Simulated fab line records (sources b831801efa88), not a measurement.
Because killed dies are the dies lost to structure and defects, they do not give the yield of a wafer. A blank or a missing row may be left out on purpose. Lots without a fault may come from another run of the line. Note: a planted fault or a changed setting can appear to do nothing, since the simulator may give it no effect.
fab line records	flow sky130
[record] lots = 6	wafers = 18	lastDay = 50
route steps=708 shown METAL1@454 VIA1@458 PAD_OPEN@708
lots that met no fault: from a run of the same line without faults
startH: the number of hours between the record's first day and the start of the first shown wafer of the lot	waitH: hours from the lot's prior step to this one	" identical to the entry in the row above	L1.1+2: one row covering several wafers at once	- no value, or no start given	* or withheld: withheld	< > ~ a bound
route shown NAME@n: names a module that has steps shown in the file, with the first one's number in the route	usual: mean/standard deviation taken from wafers without a fault	same: alike in all rows	chamber/n: place in a boat	sites: per-site readings	_std_site: the standard deviation of these	_edge_site: mean of outer sites minus mean of inner sites	radiusMm: for every site, how far away it sits from the centre of the wafer	mask NAME#n: copy n	behind: the tool/chamber that last shaped the wafer	hold: reason for holding the lot/hours on hold/outcome of the hold	device: the n, p or np transistor that did not switch	end of line: tests run on the same wafers once the route is complete	step lacking rows: just its recipe	killed: dies that structure and defects cost at the first sort, which is not the same as the wafer's yield	map: shows each die of a wafer: x if killed, . if not, _ if none is there
set.NAME: the setting as run; set.NAME@STEP: as run at that earlier step	model.NAME: the simulator's own value behind a step, which no gauge read
lots at some steps of the route; a table a step, a row a wafer
services: the hour from which a tool's chamber was out of use, counted from the record's first day as startH (under 0 if before that day), plus the number of hours and why
[[steps]]
[step SKY_METAL1_STRIP_20]
[recipe] chemistry = O2/N2	powerW = 1400	pressureMtorr = 1500	platenTempC = withheld	o2FlowSccm = 3000	n2FlowSccm = 300	overashFraction = 0.5
[usual] drypumpMotorCurrentA = 6.06/0.2	o2FlowSccm = 2999/9.5	oesProductAu = 0.344/0.0048	stripTimeToEndpointS = 2.72/0.065
lot.wafer	tool	chamber	startH	waitH	drypumpMotorCurrentA	o2FlowSccm	oesProductAu	rfHoursCounterH	stripTimeToEndpointS
L488.2	plasmaAsher-04	1	804.71	0.1	5.66	3004	0.350	71	2.74
L488.4	"	0	"	"	6.08	3011	0.349	-	2.78
L488.5	"	1	"	"	5.65	3015	0.350	-	2.72
L490.1	plasmaAsher-02	1	813.53	0.1	6.25	2988	0.351	7	2.74
L490.2	"	0	"	"	5.97	2987	0.349	7	2.81
L490.4	"	1	"	"	6.26	2998	0.344	-	2.71
L496.1	plasmaAsher-04	0	863.38	0.1	6.05	3008	0.346	77	2.74
L496.5	"	1	"	"	5.66	2978	0.344	-	2.72
L496.6	"	0	"	"	6.07	2999	0.348	-	2.70
L503.1	plasmaAsher-04	0	908.51	0.1	6.10	2995	0.346	81	2.64
L503.2	"	1	"	"	5.66	3008	0.334	81	2.68
L503.6	"	1	"	"	5.68	3015	0.340	-	2.65
L505.2	plasmaAsher-01	1	922.70	0.1	6.21	2995	0.338	103	2.68
L505.4	"	0	"	"	6.15	2990	0.348	-	2.75
L505.5	"	1	"	"	6.21	3000	0.335	-	2.69
L506.2	plasmaAsher-02	1	924.93	0.1	6.25	2998	0.357	19	2.77
L506.3	"	1	"	"	6.24	2995	0.344	-	2.79
L506.5	"	0	"	"	5.99	2991	0.340	-	2.66
[step SKY_METAL1_STRIP_21]
[recipe] chemistry = postEtchResidueRemover	timeS = 1200	tempC = 72.5
[step SKY_METAL1_CLEAN_22]
[recipe] chemistry = IPA	timeS = 180	tempC = 25
[step SKY_METAL1_CLEAN_23]
[recipe] chemistry = O3/DIW	dry = n2Spin
[step SKY_VIA1_HDPCVD_00]
[recipe] material = SiO2	targetThkNm = 1030	sigmaOpenFrac = 0.3	timeS = 171.7	tempC = 400	sih4FlowSccm = 60	pressureMtorr = 6
[step SKY_VIA1_THK_MEAS_01]
[recipe] reads = SiO2_of_VIA1_HDPCVD_00
[usual] VIA1_HDPCVD_THK = 1032/12
lot.wafer	tool	chamber	startH	waitH	VIA1_HDPCVD_THK[nm]
L488.2	filmMetro-03	-	805.43	0.1	1028
L488.4	"	-	"	"	1029
L488.5	"	-	"	"	1035
L490.1	filmMetro-03	-	814.24	0.1	1030
L490.2	"	-	"	"	1044
L490.4	"	-	"	"	1036
L496.1	filmMetro-03	-	864.12	0.1	1015
L496.5	"	-	"	"	1025
L496.6	"	-	"	"	1028
L503.1	filmMetro-03	-	909.23	0.1	1050
L503.2	"	-	"	"	1055
L503.6	"	-	"	"	1020
L505.2	filmMetro-03	-	923.44	0.1	1039
L505.4	"	-	"	"	1058
L505.5	"	-	"	"	1047
L506.2	filmMetro-03	-	925.68	0.1	1058
L506.3	"	-	"	"	1042
L506.5	"	-	"	"	1039
[step SKY_VIA1_CMP_02]
[recipe] material = SiO2	downForcePsi = 4	platenRpm = 60	padVelocityMS = 0.94248
[usual] motorCurrentA = 12.2/0.96
lot.wafer	tool	chamber	startH	waitH	motorCurrentA
L488.2	cmp-01	2	805.48	0.0	12.8
L488.4	"	3	"	"	12.8
L488.5	"	3	"	"	12.6
L490.2	cmp-02	3	814.52	0.3	12.0
L490.1	"	0	"	"	12.1
L490.4	"	2	"	"	13.5
L496.1	cmp-02	2	864.23	0.1	13.4
L496.6	"	1	"	"	10.0
L496.5	"	2	"	"	13.5
L503.1	cmp-02	1	909.34	0.1	10.7
L503.2	"	2	"	"	14.1
L503.6	"	1	"	"	11.2
L505.2	cmp-01	3	923.54	0.1	12.1
L505.4	"	0	"	"	11.8
L505.5	"	3	"	"	12.2
L506.3	cmp-01	1	925.73	0.0	12.7
L506.2	"	2	"	"	12.6
L506.5	"	2	"	"	12.9
[step SKY_VIA1_BOW_MEAS_03]
[recipe] mode = bow
[usual] VIA1_BOW = 82/6.8
lot.wafer	tool	chamber	startH	waitH	VIA1_BOW[um]
L488.2	filmMetro-04	-	805.80	0.3	75
L488.4	"	-	"	"	79
L488.5	"	-	"	"	85
L490.1	filmMetro-02	-	814.82	0.2	76
L490.2	"	-	"	"	93
L490.4	"	-	"	"	83
L496.1	filmMetro-04	-	864.48	0.2	73
L496.5	"	-	"	"	66
L496.6	"	-	"	"	74
L503.1	filmMetro-04	-	909.59	0.2	88
L503.2	"	-	"	"	80
L503.6	"	-	"	"	90
L505.2	filmMetro-04	-	923.81	0.2	100
L505.4	"	-	"	"	70
L505.5	"	-	"	"	86
L506.2	filmMetro-03	-	926.05	0.2	89
L506.3	"	-	"	"	74
L506.5	"	-	"	"	83
[step SKY_VIA1_DEHYDRATE_04]
[recipe] tempC = 200	timeS = 60
[step SKY_VIA1_HMDS_05]
[recipe] primeTimeS = 60	primeTempC = 120
[step SKY_VIA1_COAT_06]
[recipe] resist = BARC	tempC = withheld	timeS = withheld	spinRpm = 3000	resistThkNm = 60
[step SKY_VIA1_COAT_07]
[recipe] resist = KrF-thick	spinRpm = 3000	resistThkNm = 450
[step SKY_VIA1_SOFTBAKE_08]
[recipe] tempC = 100	timeS = 90	resist = KrF-thick
[usual] heaterPowerTotalW = 57.38/0.11	runLengthS = 119.26/0.22
lot.wafer	tool	chamber	startH	waitH	heaterPowerTotalW	runLengthS
L488.2	lithoTrack-02	0	819	-	57.36	119.18
L488.4	"	0	"	"	57.37	119.44
L488.5	"	0	"	"	57.32	119.14
L490.1	lithoTrack-02	0	827	-	57.47	119.14
L490.2	"	0	"	"	57.44	119.56
L490.4	"	0	"	"	57.44	119.18
L496.1	lithoTrack-04	0	877	-	57.27	119.45
L496.5	"	0	"	"	57.45	119.34
L496.6	"	0	"	"	57.22	119.55
L503.1	lithoTrack-01	0	922	-	57.54	119.02
L503.2	"	0	"	"	57.36	119.19
L503.6	"	0	"	"	57.29	119.20
L505.2	lithoTrack-04	0	936	-	57.43	119.53
L505.4	"	0	"	"	67.33	84.84
L505.5	"	0	"	"	67.21	84.78
L506.2	lithoTrack-04	0	938	-	57.39	119.39
L506.3	"	0	"	"	57.29	119.53
L506.5	"	0	"	"	67.37	84.90
[step SKY_VIA1_EXPOSE_09]
[recipe] maskId = VIM	na = 0.8	sourceShape = annular	sigmaInner = 0.55	sigmaOuter = 0.85	targetCdNm = 150	doseMj = 38
[step SKY_PAD_OPEN_PROBE_99]
[usual] defectLimitedYield = 82.5/1.7	killed_at_M0_to_M3 = 42/6.1	killed_at_M4_up = 3.1/1.7	killedAtContacts = 24/5.5	killedAtFrontEnd = 16/4.1	killedAtOther = 0.3/0.57	killedDies = 86/8.2	killedOnRim = 17/3.7	killedOpen = 47/6.8	killedShort = 38/5.8	sort_bin_3_pad_short = 0.8/0.42	sort_bin_5_function = 10.2/1.3	sort_bin_6_memory = 6.4/1	sortNPass = 406/8.2	sortYieldPct = 82.5/1.7
[same] grossDies = 492	killedAtBackSide = 0	sort_bin_4_leakage[%] = 0	sort_bin_8_speed[%] = 0
lot.wafer	tool	chamber	startH	waitH	defectLimitedYield[%]	killed_at_M0_to_M3	killed_at_M4_up	killedAtContacts	killedAtFrontEnd	killedAtOther	killedDies	killedOnRim	killedOpen	killedShort	sort_bin_3_pad_short[%]	sort_bin_5_function[%]	sort_bin_6_memory[%]	sortNPass	sortYieldPct[%]
L488.2	prober-02	-	1106.33	0.1	82.1	43	4	23	18	0	88	15	51	36	1.0	11.4	5.5	404	82.1
L488.4	prober-02	-	1106.43	0.2	85.0	41	4	15	14	0	74	17	42	32	0.6	9.3	5.1	418	85.0
L488.5	prober-02	-	1106.48	0.2	83.3	39	2	28	13	0	82	17	48	33	0.4	10.6	5.7	410	83.3
L490.1	prober-02	-	1113.51	0.1	85.4	39	3	22	8	0	72	14	38	34	0.6	8.7	5.3	420	85.4
L490.2	prober-02	-	1113.56	0.1	85.0	31	3	26	13	1	74	9	42	31	1.6	7.9	5.5	418	85.0
L490.4	prober-02	-	1113.66	0.2	84.8	39	2	21	13	0	75	10	44	30	0.8	8.5	5.9	417	84.8
L496.1	prober-02	-	1150.86	0.1	81.7	39	1	28	22	0	90	23	55	34	2.0	9.6	6.7	402	81.7
L496.5	prober-02	-	1151.06	0.2	81.3	43	3	29	17	0	92	19	46	46	1.8	9.6	7.3	400	81.3
L496.6	prober-02	-	1151.11	0.2	85.6	32	1	22	15	1	71	12	39	32	0.6	8.1	5.7	421	85.6
L503.1	prober-01	-	1179.39	0.1	83.3	44	4	15	19	0	82	11	54	28	0.6	9.8	6.3	410	83.3
L503.2	prober-01	-	1179.44	0.1	79.9	48	3	31	17	0	99	22	43	56	0.8	12.6	6.7	393	79.9
L503.6	prober-01	-	1179.64	0.2	83.1	40	1	29	13	0	83	15	47	36	0.4	9.3	7.1	409	83.1
L505.2	prober-01	-	1189.95	0.1	85.2	40	3	18	11	1	73	7	36	37	0.4	8.3	6.1	419	85.2
L505.4	prober-01	-	1190.05	0.2	83.1	40	2	25	16	0	83	16	45	37	0.6	9.6	6.7	409	83.1
L505.5	prober-01	-	1190.10	0.2	80.5	46	1	22	27	0	96	22	45	51	1.8	10.6	7.1	396	80.5
L506.2	prober-02	-	1192.69	0.1	81.9	39	5	32	13	0	89	15	52	37	0.6	11.0	6.5	403	81.9
L506.3	prober-02	-	1192.74	0.2	81.9	39	4	26	19	1	89	17	41	47	0.8	10.8	6.5	403	81.9
L506.5	prober-02	-	1192.84	0.2	82.5	46	0	29	11	0	86	19	43	43	0.4	10.6	6.5	406	82.5
// killed by level:class
L488.2 CONTACT:geometricParticle:open=11 VIA1:geometricParticle:open=10 VIA3:geometricParticle:open=8 METAL3:geometricParticle:short=6 FIELD_ISO:geometricParticle:open=5 LI_CONTACT:geometricParticle:short=5 LI_CONTACT:geometricParticle:open=5 VIA2:geometricParticle:open=5
L488.4 VIA1:geometricParticle:open=8 VIA1:geometricParticle:short=7 FIELD_ISO:geometricParticle:short=6 VIA2:geometricParticle:open=6 VIA3:geometricParticle:open=5 CONTACT:geometricParticle:open=5 LI_CONTACT:geometricParticle:open=4 FIELD_ISO:geometricParticle:open=3
L488.5 CONTACT:geometricParticle:open=14 VIA2:geometricParticle:open=8 CONTACT:geometricParticle:short=8 VIA3:geometricParticle:open=7 FIELD_ISO:geometricParticle:open=5 LI_CONTACT:geometricParticle:open=5 VIA1:geometricParticle:open=5 VIA1:geometricParticle:short=5
L490.1 CONTACT:geometricParticle:open=9 LI_CONTACT:geometricParticle:open=6 METAL1:geometricParticle:short=6 METAL2:geometricParticle:short=6 FIELD_ISO:geometricParticle:short=4 CONTACT:geometricParticle:short=4 VIA1:geometricParticle:open=4 VIA2:geometricParticle:open=4
L490.2 LI_CONTACT:geometricParticle:open=11 CONTACT:geometricParticle:open=9 VIA3:geometricParticle:open=7 METAL1:geometricParticle:short=6 POLY_GATE:geometricParticle:open=5 VIA1:geometricParticle:open=4 VIA1:geometricParticle:short=4 VIA2:geometricParticle:short=4
L490.4 VIA1:geometricParticle:open=9 VIA3:geometricParticle:open=8 LI_CONTACT:geometricParticle:open=7 CONTACT:geometricParticle:open=7 FIELD_ISO:geometricParticle:open=5 METAL1:geometricParticle:short=5 VIA2:geometricParticle:open=5 VIA2:geometricParticle:short=4
L496.1 FIELD_ISO:geometricParticle:open=9 LI_CONTACT:geometricParticle:open=9 CONTACT:geometricParticle:open=8 VIA1:geometricParticle:open=8 VIA3:geometricParticle:open=7 FIELD_ISO:geometricParticle:short=6 VIA2:geometricParticle:open=6 METAL1:geometricParticle:short=5
L496.5 CONTACT:geometricParticle:open=12 VIA1:geometricParticle:open=9 LOCAL_INTERCONNECT:geometricParticle:short=6 VIA2:geometricParticle:open=6 VIA3:geometricParticle:short=6 POLY_GATE:geometricParticle:short=4 POLY_GATE:geometricParticle:open=4 LI_CONTACT:geometricParticle:open=4
L496.6 CONTACT:geometricParticle:open=9 VIA1:geometricParticle:open=8 VIA2:geometricParticle:open=6 LI_CONTACT:geometricParticle:open=5 FIELD_ISO:geometricParticle:short=4 FIELD_ISO:geometricParticle:open=4 POLY_GATE:geometricParticle:short=4 CONTACT:geometricParticle:short=4
L503.1 VIA1:geometricParticle:open=10 VIA2:geometricParticle:open=8 CONTACT:geometricParticle:open=7 POLY_GATE:geometricParticle:open=6 METAL1:geometricParticle:short=6 VIA3:geometricParticle:open=6 LI_CONTACT:geometricParticle:open=4 POLY_GATE:geometricParticle:short=3
L503.2 VIA1:geometricParticle:open=12 VIA1:geometricParticle:short=11 LI_CONTACT:geometricParticle:open=7 LI_CONTACT:geometricParticle:short=7 METAL2:geometricParticle:short=7 CONTACT:geometricParticle:open=7 LOCAL_INTERCONNECT:geometricParticle:short=6 FIELD_ISO:geometricParticle:short=5
L503.6 CONTACT:geometricParticle:open=11 VIA1:geometricParticle:open=10 LI_CONTACT:geometricParticle:open=8 METAL1:geometricParticle:short=6 CONTACT:geometricParticle:short=6 VIA3:geometricParticle:open=6 VIA1:geometricParticle:short=5 METAL2:geometricParticle:short=4
L505.2 METAL1:geometricParticle:short=10 LI_CONTACT:geometricParticle:open=7 VIA1:geometricParticle:open=6 VIA2:geometricParticle:open=6 VIA3:geometricParticle:open=5 CONTACT:geometricParticle:short=4 CONTACT:geometricParticle:open=4 FIELD_ISO:geometricParticle:short=3
L505.4 VIA1:geometricParticle:open=10 LI_CONTACT:geometricParticle:open=9 FIELD_ISO:geometricParticle:short=7 CONTACT:geometricParticle:open=7 VIA2:geometricParticle:open=7 CONTACT:geometricParticle:short=5 VIA2:geometricParticle:short=5 VIA3:geometricParticle:open=5
L505.5 POLY_GATE:geometricParticle:short=10 VIA3:geometricParticle:open=9 FIELD_ISO:geometricParticle:short=8 METAL2:geometricParticle:short=8 LI_CONTACT:geometricParticle:open=7 VIA1:geometricParticle:open=7 LOCAL_INTERCONNECT:geometricParticle:short=5 CONTACT:geometricParticle:open=5
L506.2 CONTACT:geometricParticle:open=18 VIA1:geometricParticle:open=9 FIELD_ISO:geometricParticle:open=7 METAL2:geometricParticle:short=6 METAL1:geometricParticle:short=6 LI_CONTACT:geometricParticle:open=5 LOCAL_INTERCONNECT:geometricParticle:short=5 VIA3:geometricParticle:short=5
L506.3 VIA1:geometricParticle:open=11 VIA1:geometricParticle:short=10 CONTACT:geometricParticle:open=8 CONTACT:geometricParticle:short=7 LI_CONTACT:geometricParticle:open=6 METAL1:geometricParticle:short=5 POLY_GATE:geometricParticle:open=4 POLY_GATE:geometricParticle:short=4
L506.5 VIA1:geometricParticle:open=11 LI_CONTACT:geometricParticle:open=10 CONTACT:geometricParticle:open=8 METAL2:geometricParticle:short=7 VIA2:geometricParticle:short=6 VIA3:geometricParticle:open=5 LI_CONTACT:geometricParticle:short=4 LOCAL_INTERCONNECT:geometricParticle:short=4
[[services]]
tool	chamber	startH	hours	kind
plasmaAsher-01	-	787.19	28.1	pm
cmp-01	-	822.69	1.9	repair
plasmaAsher-01	-	833.94	0.9	repair
plasmaAsher-01	-	847.46	3.7	repair
plasmaAsher-04	-	848.80	3.8	repair
plasmaAsher-04	-	867.69	0.9	repair
cmp-01	-	873.27	15.6	repair
plasmaAsher-04	-	878.66	1.5	repair
cmp-02	-	888.95	2.2	repair
cmp-01	-	911.38	0.5	repair
cmp-01	-	913.04	4.0	pm
cmp-01	-	917.04	-	consumableReplace:conditioner
cmp-01	-	917.04	-	consumableReplace:pad
cmp-02	-	934.23	0.5	repair
[[key]]
[firstSign] step = SKY_VIA1_SOFTBAKE_08	reading = runLengthS	direction = down	sigmas = 99+	usual = *	struck = *
[effect] step = SKY_VIA1_SOFTBAKE_08	reading = heaterPowerTotalW	direction = up	sigmas = 90	usual = *	struck = *
metAt SKY_VIA1_SOFTBAKE_08
struckWafers L505.4,L505.5,L506.5
onsetBetween 877 936
[fault] kind = processParameterDrift	tool = lithoTrack-04	chamber = -	onsetH = 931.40	steps = SKY_VIA1_SOFTBAKE_08	channel = timeS	offset = *	shape = step	endH = 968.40	scope = struckWafersOnly	actsIn = *	stated = *
